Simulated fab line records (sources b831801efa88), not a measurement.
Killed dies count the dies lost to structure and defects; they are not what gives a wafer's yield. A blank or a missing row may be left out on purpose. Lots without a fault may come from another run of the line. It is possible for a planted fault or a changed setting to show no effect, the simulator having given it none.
fab line records -- flow sky130
record lots=5, wafers=15, last-day=50
route steps=708 shown VIA2@515 PAD_OPEN@708
lots untouched by any fault: they come from a run of this same line in which no faults occurred
start-h: hours from the record's opening day to when the first of the lot's shown wafers began -- wait-h: hours since the lot's step before -- " unchanged from the row above -- L1.1+2: one row covering several wafers at once -- - value missing, or start not given -- * or withheld: withheld -- < > ~ a bound
route shown NAME@n: NAME is a module with steps in the file, n the number in the route of the first one -- usual: average and standard deviation across the fault-free wafers -- same: alike in all rows -- chamber/n: place in a boat -- sites: per-site readings -- _std_site: the standard deviation of these -- _edge_site: mean of outer sites minus mean of inner sites -- radius-mm: how far each site lies from the wafer's centre -- mask NAME#n: copy n -- behind: the last tool/chamber to shape the wafer -- hold: why the lot went on hold/how many hours it stayed there/how the hold came to an end -- device: whichever transistor did not switch (one of n, p or np) -- end of line: the route-end tests of the same wafers -- a step with no rows: only its recipe -- killed: not the wafer's yield, but the dies lost to structure and defects at the first sort -- map: the dies of a wafer, with x for killed, . for not killed, _ for no die there
set.NAME: the setting the step ran with; set.NAME@STEP: the setting that earlier step ran with -- model.NAME: the simulator's own value behind a step, which no gauge read
lots at selected steps of the route; one table per step, one row per wafer
services: a tool's chamber out of use, with start hour (start-h, from the record's first day; less than 0 if before it), hours out, and reason
## steps
# step SKY_VIA2_SOFTBAKE_08
# recipe temp-c=100, time-s=90, resist=KrF-thick
# step SKY_VIA2_EXPOSE_09
# recipe mask-id=VIM2, na=0.8, source-shape=annular, sigma-inner=0.55, sigma-outer=0.85, target-cd-nm=200, dose-mj=38
# step SKY_VIA2_PEB_10
# recipe peb-temp-c=withheld, peb-time-s=withheld, resist=KrF-thick
# step SKY_VIA2_DEVELOP_11
# recipe develop-time-s=60, resist=KrF-thick, dev-temp-c=21
# step SKY_VIA2_CD_MEAS_12
# recipe target-cd-nm=200
# usual cd-nm=199.4/1.3
lot.wafer,tool,chamber,start-h,wait-h,cd-nm
L169.3,cd-sem-02,-,867.74,-,199.3
L169.4,cd-sem-02,-,867.74,-,199.3
L169.6,cd-sem-02,-,867.74,-,200.0
L171.1,cd-sem-02,-,879.32,-,199.9
L171.4,cd-sem-02,-,879.32,-,200.7
L171.6,cd-sem-02,-,879.32,-,200.6
L176.1,cd-sem-01,-,917.45,-,201.5
L176.4,cd-sem-01,-,917.45,-,200.8
L176.5,cd-sem-01,-,917.45,-,200.6
L177.1,cd-sem-01,-,927.27,-,197.7
L177.2,cd-sem-01,-,927.27,-,199.7
L177.6,cd-sem-01,-,927.27,-,200.7
L191.1,cd-sem-01,-,1013.30,-,197.0
L191.5,cd-sem-01,-,1013.30,-,197.2
L191.6,cd-sem-01,-,1013.30,-,198.7
# step SKY_VIA2_OVL_MEAS_13
# usual VIA2_OVL=7/5.2
lot.wafer,tool,chamber,start-h,wait-h,VIA2_OVL[nm]
L169.3,overlay-02,-,867.83,0.1,4
L169.4,overlay-02,-,867.83,0.1,5
L169.6,overlay-02,-,867.83,0.1,10
L171.1,overlay-02,-,879.44,0.1,8
L171.4,overlay-02,-,879.44,0.1,16
L171.6,overlay-02,-,879.44,0.1,9
L176.1,overlay-02,-,917.57,0.1,-1
L176.4,overlay-02,-,917.57,0.1,9
L176.5,overlay-02,-,917.57,0.1,-1
L177.1,overlay-02,-,927.39,0.1,10
L177.2,overlay-02,-,927.39,0.1,2
L177.6,overlay-02,-,927.39,0.1,12
L191.1,overlay-02,-,1013.42,0.1,17
L191.5,overlay-02,-,1013.42,0.1,12
L191.6,overlay-02,-,1013.42,0.1,12
# step SKY_VIA2_ETCH_14
# recipe chemistry=N2/H2, target=BARC, ion-energy-ev=200, source-w=500, bias-w=100, pressure-mtorr=30, n2-flow-sccm=100, h2-flow-sccm=200, stop-on=SiO2, time-s=45.9, target-depth-a=600
# usual drypump-motor-current-A=5.8/0.48, oes-product-au=0.855/0.0043, throttle-valve-pct=13.225/0.0085
lot.wafer,tool,chamber,start-h,wait-h,drypump-motor-current-A,oes-product-au,rf-hours-counter-h,throttle-valve-pct
L169.3,rie-diel-01,0,867.86,0.0,5.2,0.855,20,13.230
L169.4,rie-diel-01,1,867.86,0.0,5.7,0.857,2,13.221
L169.6,rie-diel-01,2,867.86,0.0,5.5,0.854,-,13.239
L171.1,rie-diel-02,1,879.48,0.0,5.3,0.860,20,13.246
L171.4,rie-diel-02,3,879.48,0.0,6.2,0.852,8,13.212
L171.6,rie-diel-02,2,879.48,0.0,5.8,0.850,-,13.228
L176.1,rie-diel-02,2,917.61,0.0,5.7,0.853,14,13.224
L176.4,rie-diel-02,0,917.61,0.0,5.4,0.851,11,13.244
L176.5,rie-diel-02,2,917.61,0.0,5.7,0.861,-,13.230
L177.1,rie-diel-03,0,927.43,0.0,6.2,0.851,17,13.231
L177.2,rie-diel-03,1,927.43,0.0,6.6,0.856,17,13.219
L177.6,rie-diel-03,1,927.43,0.0,6.6,0.856,-,13.223
L191.1,rie-diel-01,1,1013.46,0.0,5.7,0.855,6,13.225
L191.5,rie-diel-01,3,1013.46,0.0,5.5,0.857,-,13.221
L191.6,rie-diel-01,0,1013.46,0.0,5.2,0.856,-,13.226
# step SKY_VIA2_ETCH_15
# recipe target=SiO2, chemistry=C4F8/O2/Ar, target-depth-nm=546, stop-on=TiN, mask-material=KrF-thick, source-w=1500, bias-w=1200, pressure-mtorr=40, c4f8-flow-sccm=withheld, O2_flow_sccm=6, Ar_flow_sccm=300, time-s=84
# usual oes-product-au=0.939/0.0045
lot.wafer,tool,chamber,start-h,wait-h,oes-product-au,rf-hours-counter-h
L169.3,rie-diel-01,0,867.90,0.0,0.935,20
L169.4,rie-diel-01,1,867.90,0.0,0.950,2
L169.6,rie-diel-01,2,867.90,0.0,0.948,-
L171.1,rie-diel-02,1,879.52,0.0,0.938,20
L171.4,rie-diel-02,3,879.52,0.0,0.935,8
L171.6,rie-diel-02,2,879.52,0.0,0.936,-
L176.1,rie-diel-02,2,917.65,0.0,0.943,14
L176.4,rie-diel-02,0,917.65,0.0,0.947,11
L176.5,rie-diel-02,2,917.65,0.0,0.937,-
L177.1,rie-diel-03,0,927.47,0.0,0.935,17
L177.2,rie-diel-03,1,927.47,0.0,0.940,17
L177.6,rie-diel-03,1,927.47,0.0,0.937,-
L191.1,rie-diel-01,1,1013.50,0.0,0.935,6
L191.5,rie-diel-01,3,1013.50,0.0,0.938,-
L191.6,rie-diel-01,0,1013.50,0.0,0.935,-
# step SKY_VIA2_STRIP_16
# recipe chemistry=O2/N2, power-w=1400, pressure-mtorr=1500, platen-temp-c=withheld, o2-flow-sccm=3000, n2-flow-sccm=300, overash-fraction=0.5
# usual drypump-motor-current-A=5.4/0.3, oes-product-au=0.399/0.0043, strip-time-to-endpoint-s=4.051/0.026
lot.wafer,tool,chamber,start-h,wait-h,drypump-motor-current-A,oes-product-au,rf-hours-counter-h,strip-time-to-endpoint-s
L169.3,plasma-asher-02,0,867.99,0.1,5.0,0.397,-,4.102
L169.4,plasma-asher-02,1,867.99,0.1,5.8,0.411,-,4.039
L169.6,plasma-asher-02,0,867.99,0.1,5.0,0.396,-,4.053
L171.1,plasma-asher-02,1,879.58,0.0,5.7,0.401,12,4.056
L171.4,plasma-asher-02,1,879.58,0.0,5.8,0.398,-,4.030
L171.6,plasma-asher-02,0,879.58,0.0,5.0,0.403,-,4.097
L176.1,plasma-asher-04,0,917.71,0.0,5.1,0.400,112,4.092
L176.4,plasma-asher-04,1,917.71,0.0,5.9,0.396,-,4.079
L176.5,plasma-asher-04,0,917.71,0.0,5.1,0.399,-,4.046
L177.1,plasma-asher-03,1,927.53,0.0,5.3,0.396,80,4.031
L177.2,plasma-asher-03,0,927.53,0.0,5.3,0.399,80,3.990
L177.6,plasma-asher-03,0,927.53,0.0,5.3,0.397,-,4.044
L191.1,plasma-asher-03,0,1013.56,0.0,5.2,0.398,90,4.014
L191.5,plasma-asher-03,1,1013.56,0.0,5.2,0.394,-,4.005
L191.6,plasma-asher-03,0,1013.56,0.0,5.3,0.397,-,4.084
# step SKY_VIA2_STRIP_17
# recipe chemistry=post-etch-residue-remover, time-s=1200, temp-c=72.5
# step SKY_VIA2_CLEAN_18
# recipe chemistry=IPA, time-s=180, temp-c=25
# step SKY_VIA2_CLEAN_19
# recipe chemistry=O3/DIW, dry=n2-spin
# step SKY_VIA2_SPUTTER_20
# recipe material=TiN, target-thk-nm=20, chamber-pressure-pa=5, power-w=4000, time-s=80
# usual throttle-valve-pct=29.7/0.8
lot.wafer,tool,chamber,start-h,wait-h,throttle-valve-pct,model.TiN_of_VIA2_SPUTTER_20.thk-nm
L169.3,pvd-sputter-02,-,868.55,0.0,30.1,19.95
L169.4,pvd-sputter-02,-,868.55,0.0,29.1,20.18
L169.6,pvd-sputter-02,-,868.55,0.0,29.2,19.81
L171.1,pvd-sputter-02,-,880.22,0.0,30.3,20.25
L171.4,pvd-sputter-02,-,880.22,0.0,29.3,20.03
L171.6,pvd-sputter-02,-,880.22,0.0,29.3,20.05
L176.1,pvd-sputter-02,-,918.30,0.0,29.2,32.22
L176.4,pvd-sputter-02,-,918.30,0.0,28.6,20.25
L176.5,pvd-sputter-02,-,918.30,0.0,28.6,20.16
L177.1,pvd-sputter-03,-,928.13,0.0,29.2,20.02
L177.2,pvd-sputter-03,-,928.13,0.0,29.3,19.57
L177.6,pvd-sputter-03,-,928.13,0.0,28.9,19.84
L191.1,pvd-sputter-03,-,1014.18,0.0,30.0,19.34
L191.5,pvd-sputter-03,-,1014.18,0.0,29.3,19.28
L191.6,pvd-sputter-03,-,1014.18,0.0,29.1,19.6
# step SKY_VIA2_CVD_21
# recipe material=W, target-thk-nm=420, time-s=126.4, temp-c=400, pressure-torr=40
# usual heater-power-w=785/57
lot.wafer,tool,chamber,start-h,wait-h,heater-power-w
L169.3,cvd-w-01,1,868.66,0.1,861
L169.4,cvd-w-01,0,868.66,0.1,734
L169.6,cvd-w-01,0,868.66,0.1,738
L171.1,cvd-w-02,1,880.28,0.0,732
L171.4,cvd-w-02,1,880.28,0.0,752
L171.6,cvd-w-02,0,880.28,0.0,814
L176.1,cvd-w-02,0,918.36,0.0,816
L176.4,cvd-w-02,1,918.36,0.0,697
L176.5,cvd-w-02,1,918.36,0.0,706
L177.1,cvd-w-01,1,928.19,0.0,849
L177.2,cvd-w-01,0,928.19,0.0,725
L177.6,cvd-w-01,1,928.19,0.0,834
L191.1,cvd-w-02,1,1014.25,0.0,717
L191.5,cvd-w-02,1,1014.25,0.0,710
L191.6,cvd-w-02,0,1014.25,0.0,822
# step SKY_PAD_OPEN_PROBE_99
# usual defect-limited-yield=82.6/1.8, killed_at_M0_to_M3=43/6.6, killed_at_M4_up=2.9/1.6, killed-at-contacts=24/4.9, killed-at-front-end=15/4.5, killed-at-other=0.2/0.45, killed-dies=86/8.8, killed-open=48/6.4, killed-short=38/5.6, sort_bin_3_pad_short=0.8/0.38, sort_bin_5_function=10.2/1.4, sort_bin_6_memory=6.4/1.1, sort-n-pass=406/8.8, sort-yield-pct=82.6/1.8
# same gross-dies=492, killed-at-back-side=0, sort_bin_4_leakage[%]=0, sort_bin_8_speed[%]=0
lot.wafer,tool,chamber,start-h,wait-h,defect-limited-yield[%],killed_at_M0_to_M3,killed_at_M4_up,killed-at-contacts,killed-at-front-end,killed-at-other,killed-dies,killed-open,killed-short,sort_bin_3_pad_short[%],sort_bin_5_function[%],sort_bin_6_memory[%],sort-n-pass,sort-yield-pct[%]
L171.1,prober-02,-,1102.94,0.1,86.0,38,4,12,15,0,69,36,33,0.8,6.3,6.9,423,86.0
L171.4,prober-02,-,1103.09,0.2,83.9,39,4,18,17,1,79,41,38,0.4,9.6,6.1,413,83.9
L171.6,prober-02,-,1103.19,0.2,86.2,26,4,26,12,0,68,43,25,0.8,8.5,4.5,424,86.2
L177.1,prober-01,-,1141.29,0.1,81.9,43,2,23,21,0,89,50,39,0.6,10.2,7.3,403,81.9
L177.2,prober-01,-,1141.34,0.1,81.5,49,3,21,18,0,91,52,39,0.8,11.6,6.1,401,81.5
L177.6,prober-01,-,1141.54,0.2,85.6,37,0,20,13,1,71,39,32,0.6,9.8,4.1,421,85.6
# killed by level:class
L171.1 VIA1:geometric-particle:open=8 FIELD_ISO:geometric-particle:open=5 CONTACT:geometric-particle:open=5 CONTACT:geometric-particle:short=4 METAL1:geometric-particle:short=4 METAL2:geometric-particle:short=4 VIA2:geometric-particle:short=4 METAL3:geometric-particle:short=4
L171.4 VIA2:geometric-particle:open=11 VIA1:geometric-particle:open=9 POLY_GATE:geometric-particle:short=6 CONTACT:geometric-particle:open=6 LOCAL_INTERCONNECT:geometric-particle:short=4 VIA3:geometric-particle:open=4 FIELD_ISO:geometric-particle:short=3 SPACER:geometric-particle:short=3
L171.6 LI_CONTACT:geometric-particle:open=10 CONTACT:geometric-particle:open=10 VIA3:geometric-particle:open=7 POLY_GATE:geometric-particle:open=5 VIA1:geometric-particle:open=5 VIA3:geometric-particle:short=3 LOCAL_INTERCONNECT:geometric-particle:short=3 CONTACT:geometric-particle:short=3
L177.1 VIA1:geometric-particle:open=11 VIA3:geometric-particle:open=9 LI_CONTACT:geometric-particle:open=8 CONTACT:geometric-particle:open=8 METAL1:geometric-particle:short=7 FIELD_ISO:geometric-particle:open=5 FIELD_ISO:geometric-particle:short=5 LOCAL_INTERCONNECT:geometric-particle:short=4
L177.2 VIA1:geometric-particle:open=14 CONTACT:geometric-particle:open=8 VIA3:geometric-particle:open=7 POLY_GATE:geometric-particle:open=7 CONTACT:geometric-particle:short=7 METAL1:geometric-particle:short=6 FIELD_ISO:geometric-particle:short=6 VIA2:geometric-particle:open=6
L177.6 VIA1:geometric-particle:open=15 CONTACT:geometric-particle:open=6 LI_CONTACT:geometric-particle:open=5 CONTACT:geometric-particle:short=5 VIA1:geometric-particle:short=5 VIA3:geometric-particle:open=5 POLY_GATE:geometric-particle:short=3 SPACER:geometric-particle:short=3
## services
tool,chamber,start-h,hours,kind
plasma-asher-02,-,844.87,4.4,repair
rie-diel-01,3,849.70,8.1,repair
rie-diel-03,1,855.68,4.3,repair
rie-diel-03,3,871.34,9.9,repair
cvd-w-02,-,884.86,0.3,repair
cvd-w-02,0,887.51,11.7,repair
cvd-w-02,-,904.00,14.0,pm
plasma-asher-02,-,907.51,1.2,repair
pvd-sputter-03,-,914.28,8.7,repair
rie-diel-01,-,919.86,0.4,repair
plasma-asher-02,-,923.91,30.0,repair
rie-diel-03,1,930.80,9.1,repair
rie-diel-03,-,942.21,0.3,repair
rie-diel-03,-,945.25,1.2,repair
rie-diel-02,2,946.10,2.4,repair
plasma-asher-03,-,949.55,1.3,repair
rie-diel-03,2,953.20,3.7,repair
pvd-sputter-03,-,955.17,2.2,repair
rie-diel-03,2,964.85,22.9,repair
pvd-sputter-02,-,972.47,2.1,repair
rie-diel-03,0,973.20,2.9,repair
rie-diel-03,1,974.58,2.7,repair
rie-diel-02,3,993.78,1.5,repair
rie-diel-02,0,994.21,11.4,repair
## key
first-sign none at tools or gauges
model-effect step=SKY_VIA2_SPUTTER_20, value=TiN_of_VIA2_SPUTTER_20.thk-nm, without=20.26, struck=32.22
met-at SKY_VIA2_SPUTTER_20
struck-wafers L176.1
onset-between 880.22 918.30
fault kind=process-parameter-drift, tool=pvd-sputter-02, chamber=-, onset-h=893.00, steps=SKY_VIA2_SPUTTER_20, channel=target-thk-nm, offset=11.954, shape=step, end-h=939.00, scope=struck-wafers-only, acts-in=these-recipes-only, stated=20
